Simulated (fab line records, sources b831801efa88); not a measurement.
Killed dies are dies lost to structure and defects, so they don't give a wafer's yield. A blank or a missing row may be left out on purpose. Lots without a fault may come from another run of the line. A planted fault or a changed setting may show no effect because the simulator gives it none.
Which tool did it? | flow sky130 | 11 lots, 33 wafers sampled, at 4 steps of a route of 708

WHAT THE GAUGES READ, wafer by wafer
SKY_LI_CONTACT_RS_MEAS_22: measures by four-point-probe.
lot  | measured     | on            | LI_CONTACT_W_RS (ohm/sq)
L414 | day 29 11:26 | film_metro-02 | 0.283 0.281 0.285
L416 | day 30 10:58 | film_metro-02 | 0.279 0.285 0.282
L417 | day 30 18:13 | film_metro-04 | 0.297 0.291 0.286
L418 | day 30 19:03 | film_metro-02 | 0.284 0.278 0.286
L419 | day 31 13:26 | film_metro-04 | 0.283 0.284 0.282
L420 | day 31 15:19 | film_metro-02 | 0.290 0.288 0.285
L424 | day 32 17:49 | film_metro-02 | 0.294 0.295 0.288
L425 | day 33 02:28 | film_metro-04 | 0.291 0.288 0.286
L427 | day 33 15:22 | film_metro-01 | 0.291 0.288 0.289
L426 | day 33 18:22 | film_metro-01 | 0.291 0.288 0.290
L432 | day 35 02:53 | film_metro-02 | 0.299 0.293 0.288

WHICH TOOL RAN EACH LOT (tool, then ch and the chambers of the sampled wafers, then the start)
lot  | SKY_SONOS_ONO_ETCH_15              | SKY_SONOS_ONO_STRIP_17               | SKY_LI_CONTACT_STRIP_16
L414 | rie_diel-02 ch 1,2,3, day 12 22:04 | plasma_asher-02 ch 0,1, day 12 22:10 | plasma_asher-04 ch 0, day 29 10:53
L416 | rie_diel-04 ch 0,1,3, day 14 00:55 | plasma_asher-03 ch 0,1, day 14 01:01 | plasma_asher-03 ch 0,1, day 30 10:23
L417 | rie_diel-03 ch 0,1,2, day 14 01:13 | plasma_asher-01 ch 0,1, day 14 01:22 | plasma_asher-03 ch 0,1, day 30 17:38
L418 | rie_diel-02 ch 1,2, day 14 04:20   | plasma_asher-03 ch 0,1, day 14 04:26 | plasma_asher-03 ch 0,1, day 30 18:29
L419 | rie_diel-03 ch 1,2,3, day 14 23:02 | plasma_asher-02 ch 0,1, day 14 23:08 | plasma_asher-02 ch 0,1, day 31 12:52
L420 | rie_diel-04 ch 0,1,2, day 15 04:28 | plasma_asher-01 ch 0,1, day 15 04:34 | plasma_asher-02 ch 0,1, day 31 14:32
L424 | rie_diel-04 ch 0,1,2, day 16 02:07 | plasma_asher-03 ch 0,1, day 16 02:14 | plasma_asher-02 ch 0,1, day 32 17:05
L425 | rie_diel-03 ch 0,2,3, day 16 09:55 | plasma_asher-03 ch 0,1, day 16 10:01 | plasma_asher-02 ch 0,1, day 33 01:44
L427 | rie_diel-03 ch 0,1,3, day 17 03:25 | plasma_asher-01 ch 0,1, day 17 03:31 | plasma_asher-04 ch 0,1, day 33 14:38
L426 | rie_diel-04 ch 0,2,3, day 17 04:25 | plasma_asher-02 ch 0,1, day 17 04:31 | plasma_asher-03 ch 0,1, day 33 17:47
L432 | rie_diel-03 ch 1,2,3, day 18 19:02 | plasma_asher-02 ch 0,1, day 18 19:08 | plasma_asher-04 ch 0,1, day 35 02:17
- SKY_SONOS_ONO_ETCH_15: etches the open film in CHF3/O2, target depth 19.52 nm, time 7.8 s.
- SKY_SONOS_ONO_STRIP_17: strips in O2/N2.
- SKY_LI_CONTACT_STRIP_16: strips in O2/N2.

THE ANSWER, worked out from the rows above alone
Rule: what is usual is taken from the lots themselves. Put in order of their means at a reading, lots are off if they are a third of the lots or fewer, leave a main group of 4 or more, and stand apart from it by a gap of 3 or more times the standard deviation of the main group's means; of several such gaps the widest counts. A main group whose means are all the same, to the digits that the tables above print for the reading, isn't used. A lot without any number at a reading at which 4 lots or more have one is off too. The other lots that the step has rows for count as sound.
No lot is off at any reading shown: from this, nothing can be told.

WHAT THE SIMULATOR HAD PUT IN
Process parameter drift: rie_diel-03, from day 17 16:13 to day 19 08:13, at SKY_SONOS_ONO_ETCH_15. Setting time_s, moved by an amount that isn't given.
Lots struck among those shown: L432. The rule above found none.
